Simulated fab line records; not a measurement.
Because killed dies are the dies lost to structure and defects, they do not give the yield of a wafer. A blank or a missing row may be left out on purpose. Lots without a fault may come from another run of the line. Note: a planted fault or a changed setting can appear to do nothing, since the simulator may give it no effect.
fab line records	flow sky130
record: lots: 12	wafers: 36	last_day: 50
route steps=708 shown METAL5@663 PASSIVATION@693 PAD_OPEN@700
lots that met no fault: from a run of the same line without faults
start_h: the number of hours between the record's first day and the start of the first shown wafer of the lot	wait_h: hours since the lot's step before	" the same as in the row above	L1.1+2: several wafers, shown together as one row	- no value, or no start given	* or withheld: withheld	< > ~ a bound
route shown NAME@n: a module of which the file shows steps, and the number in the route of the first	usual: mean and standard deviation over wafers with no fault	same: alike in all rows	chamber/n: place in a boat	sites: per-site readings	_std_site: the standard deviation of these	_edge_site: the outer-site mean with the inner-site mean subtracted	radius_mm: how far each site lies from the wafer's centre	mask NAME#n: copy n	behind: the most recent tool/chamber to have shaped the wafer	hold: why the lot went on hold/how many hours it stayed there/how the hold came to an end	device: names the non-switching transistor (n, p or np)	end of line: tests of these same wafers at the route's end	where a step has no rows: the recipe by itself	killed: the dies lost at the first sort to structure and to defects; this is not the yield of the wafer	map: a wafer's dies, x killed, . not, _ none there
set.NAME: the setting that was run; set.NAME@STEP: the one run at that earlier step	model.NAME: the simulator's own value behind a step, which no gauge read
the route's steps for a sample of lots (tables are steps, rows are wafers)
services: the hour from which a tool's chamber was out of use, counted from the record's first day as start_h (under 0 if before that day), plus the number of hours and why
== steps ==
step: SKY_METAL5_SPUTTER_02
recipe: material: AlCu	target_thk_nm: 1150	power_w: 10600	time_s: 61.2	chamber_pressure_pa: 0.4
usual: chamber_pressure_pa: 0.4001/0.0008	throttle_valve_pct: 30.7/1.1
lot.wafer	tool	chamber	start_h	wait_h	chamber_pressure_pa	throttle_valve_pct
L158.1	pvd_sputter-01	-	1027.33	0.0	0.4008	30.7
L158.5	"	-	"	"	0.4005	31.3
L158.6	"	-	"	"	0.4015	32.4
L161.1	pvd_sputter-02	-	1036.97	0.0	0.3991	29.5
L161.2	"	-	"	"	0.4013	31.9
L161.6	"	-	"	"	0.4003	30.2
L162.2	pvd_sputter-02	-	1041.98	0.0	0.4003	30.0
L162.4	"	-	"	"	0.4003	32.0
L162.6	"	-	"	"	0.3996	29.3
L163.2	pvd_sputter-02	-	1045.26	0.0	0.3987	31.7
L163.3	"	-	"	"	0.4009	32.0
L163.4	"	-	"	"	0.4019	30.0
L164.3	pvd_sputter-03	-	1059.30	0.0	0.3997	29.5
L164.4	"	-	"	"	0.3994	29.6
L164.5	"	-	"	"	0.3990	29.2
L166.1	pvd_sputter-03	-	1072.73	0.0	0.4004	31.0
L166.2	"	-	"	"	0.4010	29.4
L166.5	"	-	"	"	0.3994	29.1
L167.1	pvd_sputter-02	-	1080.94	0.0	0.3991	31.8
L167.3	"	-	"	"	0.4001	32.0
L167.6	"	-	"	"	0.4007	31.7
L168.1	pvd_sputter-03	-	1082.14	0.0	0.3998	29.2
L168.2	"	-	"	"	0.3987	29.0
L168.6	"	-	"	"	0.4015	31.0
L170.1	pvd_sputter-01	-	1116.85	0.0	0.4015	30.4
L170.5	"	-	"	"	0.3992	31.3
L170.6	"	-	"	"	0.4001	32.8
L169.2	pvd_sputter-03	-	1120.00	0.0	0.3998	29.3
L169.3	"	-	"	"	0.3983	30.0
L169.5	"	-	"	"	0.4013	29.1
L177.1	pvd_sputter-03	-	1153.59	0.0	0.3998	29.5
L177.5	"	-	"	"	0.4010	29.3
L177.6	"	-	"	"	0.3991	31.0
L179.1	pvd_sputter-02	-	1153.98	0.0	0.4005	30.4
L179.2	"	-	"	"	0.4008	32.0
L179.5	"	-	"	"	0.3996	30.2
step: SKY_METAL5_RS_MEAS_05
recipe: thk_meas_gauge: four-point-probe	reads: TiN_of_METAL5_SPUTTER_04+Ti_of_METAL5_SPUTTER_03+AlCu_of_METAL5_SPUTTER_02+TiN_of_METAL5_SPUTTER_01+Ti_of_METAL5_SPUTTER_00
usual: METAL5_ALCU_RS: 0.02706/0.00026
lot.wafer	tool	chamber	start_h	wait_h	METAL5_ALCU_RS[ohm/sq]
L158.1	film_metro-04	-	1027.45	0.0	0.02715
L158.5	"	-	"	"	0.02702
L158.6	"	-	"	"	0.02724
L161.1	film_metro-04	-	1037.09	0.0	0.02744
L161.2	"	-	"	"	0.02711
L161.6	"	-	"	"	0.02702
L162.2	film_metro-04	-	1042.12	0.0	0.02718
L162.4	"	-	"	"	0.02726
L162.6	"	-	"	"	0.02741
L163.2	film_metro-04	-	1045.40	0.0	0.02739
L163.3	"	-	"	"	0.02723
L163.4	"	-	"	"	0.02712
L164.3	film_metro-04	-	1059.46	0.1	0.02661
L164.4	"	-	"	"	0.02657
L164.5	"	-	"	"	0.02655
L166.1	film_metro-01	-	1072.85	0.0	0.02664
L166.2	"	-	"	"	0.02624
L166.5	"	-	"	"	0.0266
L167.1	film_metro-01	-	1081.06	0.0	0.02693
L167.3	"	-	"	"	0.0268
L167.6	"	-	"	"	0.02705
L168.1	film_metro-01	-	1082.26	0.0	0.02695
L168.2	"	-	"	"	0.02718
L168.6	"	-	"	"	0.02736
L170.1	film_metro-01	-	1116.96	0.0	0.02715
L170.5	"	-	"	"	0.02708
L170.6	"	-	"	"	0.0269
L169.2	film_metro-04	-	1120.13	0.0	0.02727
L169.3	"	-	"	"	0.02737
L169.5	"	-	"	"	0.02733
L177.1	film_metro-04	-	1153.71	0.0	0.02695
L177.5	"	-	"	"	0.02667
L177.6	"	-	"	"	0.02687
L179.1	film_metro-01	-	1154.10	0.0	0.02676
L179.2	"	-	"	"	0.02695
L179.5	"	-	"	"	0.02674
step: SKY_PASSIVATION_STRIP_12
recipe: chemistry: O2/N2	power_w: 1400	pressure_mtorr: 1500	platen_temp_c: withheld	overash_fraction: 0.7	o2_flow_sccm: 3000	n2_flow_sccm: 300
usual: drypump_motor_current_A: 5.8/0.47	oes_product_au: 0.661/0.0044	strip_time_to_endpoint_s: 31.57/0.12
lot.wafer	tool	chamber	start_h	wait_h	drypump_motor_current_A	oes_product_au	rf_hours_counter_h	strip_time_to_endpoint_s
L158.1	plasma_asher-02	1	1073.34	0.1	6.2	0.662	91	31.53
L158.5	"	1	"	"	6.2	0.663	-	31.63
L158.6	"	0	"	"	5.0	0.660	-	31.54
L161.1	plasma_asher-01	1	1080.49	0.1	5.9	0.654	32	31.56
L161.2	"	0	"	"	5.4	0.665	32	31.55
L161.6	"	1	"	"	5.9	0.658	-	31.65
L162.2	plasma_asher-01	0	1084.43	0.1	5.4	0.662	33	31.54
L162.4	"	1	"	"	5.9	0.665	-	31.53
L162.6	"	1	"	"	5.9	0.657	-	31.74
L163.2	plasma_asher-03	0	1088.88	0.1	6.5	0.656	2	31.39
L163.3	"	1	"	"	6.0	0.660	-	31.21
L163.4	"	0	"	"	6.5	0.666	-	31.40
L164.3	plasma_asher-02	1	1102.39	0.1	6.2	0.663	-	31.44
L164.4	"	0	"	"	5.0	0.660	-	31.45
L164.5	"	1	"	"	6.2	0.664	-	31.58
L166.1	plasma_asher-03	1	1114.16	0.1	5.9	0.662	5	31.68
L166.2	"	0	"	"	6.5	0.665	5	31.74
L166.5	"	0	"	"	6.5	0.661	-	31.76
L167.1	plasma_asher-03	0	1122.84	0.1	6.5	0.656	6	31.40
L167.3	"	0	"	"	6.5	0.659	-	31.45
L167.6	"	1	"	"	5.9	0.662	-	31.47
L168.1	plasma_asher-01	0	1124.08	0.1	5.4	0.660	35	31.51
L168.2	"	1	"	"	5.9	0.661	35	31.39
L168.6	"	1	"	"	5.9	0.663	-	31.62
L170.1	plasma_asher-01	0	1154.88	0.1	5.4	0.657	38	31.53
L170.5	"	1	"	"	5.9	0.666	-	31.50
L170.6	"	0	"	"	5.4	0.658	-	31.56
L169.2	plasma_asher-02	0	1158.54	0.1	5.0	0.658	99	31.58
L169.3	"	0	"	"	5.0	0.664	-	31.56
L169.5	"	0	"	"	5.0	0.656	-	31.57
L177.1	plasma_asher-01	1	1188.26	0.1	5.9	0.668	41	31.80
L177.5	"	1	"	"	5.9	0.656	-	31.73
L177.6	"	0	"	"	5.4	0.653	-	31.74
L179.1	plasma_asher-01	0	1188.96	0.1	5.4	0.663	41	31.61
L179.2	"	1	"	"	5.9	0.659	41	31.66
L179.5	"	1	"	"	5.9	0.663	-	31.61
step: SKY_PAD_OPEN_DEVELOP_06
recipe: develop_time_s: 60	dev_temp_c: 23
usual: developer_temp_C: 22.98/0.11	exhaust_pa: 45.2/0.95
lot.wafer	tool	chamber	start_h	wait_h	developer_temp_C	exhaust_pa
L158.1	litho_track-01	0	1094	-	23.12	42.7
L158.5	"	0	"	"	23.07	44.3
L158.6	"	0	"	"	23.01	44.4
L161.1	litho_track-01	0	1101	-	23.22	45.3
L161.2	"	0	"	"	23.12	46.0
L161.6	"	0	"	"	23.17	45.8
L162.2	litho_track-02	0	1104	-	22.97	45.0
L162.4	"	0	"	"	23.11	44.4
L162.6	"	0	"	"	22.96	45.1
L163.2	litho_track-04	0	1108	-	22.98	46.1
L163.3	"	0	"	"	23.03	44.7
L163.4	"	0	"	"	22.98	44.7
L164.3	litho_track-01	0	1121	-	23.09	46.2
L164.4	"	0	"	"	23.05	45.0
L164.5	"	0	"	"	23.03	46.1
L166.1	litho_track-04	0	1133	-	22.77	47.1
L166.2	"	0	"	"	22.78	45.6
L166.5	"	0	"	"	22.79	45.7
L167.1	litho_track-04	0	1141	-	23.01	45.3
L167.3	"	0	"	"	22.80	45.1
L167.6	"	0	"	"	22.83	44.6
L168.1	litho_track-04	0	1142	-	23.96	44.0
L168.2	"	0	"	"	23.91	44.7
L168.6	"	0	"	"	23.82	44.6
L170.1	litho_track-04	0	1171	-	23.85	45.1
L170.5	"	0	"	"	24.00	45.9
L170.6	"	0	"	"	23.95	45.2
L169.2	litho_track-02	0	1176	-	22.82	44.7
L169.3	"	0	"	"	22.94	44.5
L169.5	"	0	"	"	22.84	44.4
L177.1	litho_track-01	0	1203	-	22.89	45.8
L177.5	"	0	"	"	23.00	45.2
L177.6	"	0	"	"	23.17	44.9
L179.1	litho_track-01	0	1203	-	23.00	45.2
L179.2	"	0	1204	-	22.84	43.7
L179.5	"	0	"	"	23.04	45.3
== services ==
tool	chamber	start_h	hours	kind
plasma_asher-03	-	1045.14	2.0	repair
plasma_asher-03	-	1055.25	9.0	pm
plasma_asher-03	0	1055.25	9.0	vent_cycle
plasma_asher-03	1	1055.25	9.0	vent_cycle
pvd_sputter-03	-	1059.42	3.0	repair
plasma_asher-03	0	1064.25	-	clean
plasma_asher-03	1	1064.25	-	clean
plasma_asher-01	-	1097.46	8.4	repair
pvd_sputter-02	-	1108.06	4.8	repair
pvd_sputter-03	-	1113.77	1.7	repair
plasma_asher-02	-	1119.09	2.8	pm
plasma_asher-01	-	1188.37	0.4	repair
pvd_sputter-02	-	1188.50	3.8	repair
== key ==
first_sign: step: SKY_PAD_OPEN_DEVELOP_06	reading: developer_temp_C	direction: up	sigmas: 8.7	usual: *	struck: *
effect none on later readings
met_at SKY_PAD_OPEN_DEVELOP_06
struck_lots L168,L170
not_acting_at SKY_METAL5_SPUTTER_02,SKY_METAL5_RS_MEAS_05,SKY_PASSIVATION_STRIP_12
fault: kind: process_parameter_drift	tool: litho_track-04	chamber: -	onset_h: 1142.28	steps: SKY_PAD_OPEN_DEVELOP_06	channel: dev_temp_c	offset: *	shape: step	end_h: 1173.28	acts_in: *	stated: *
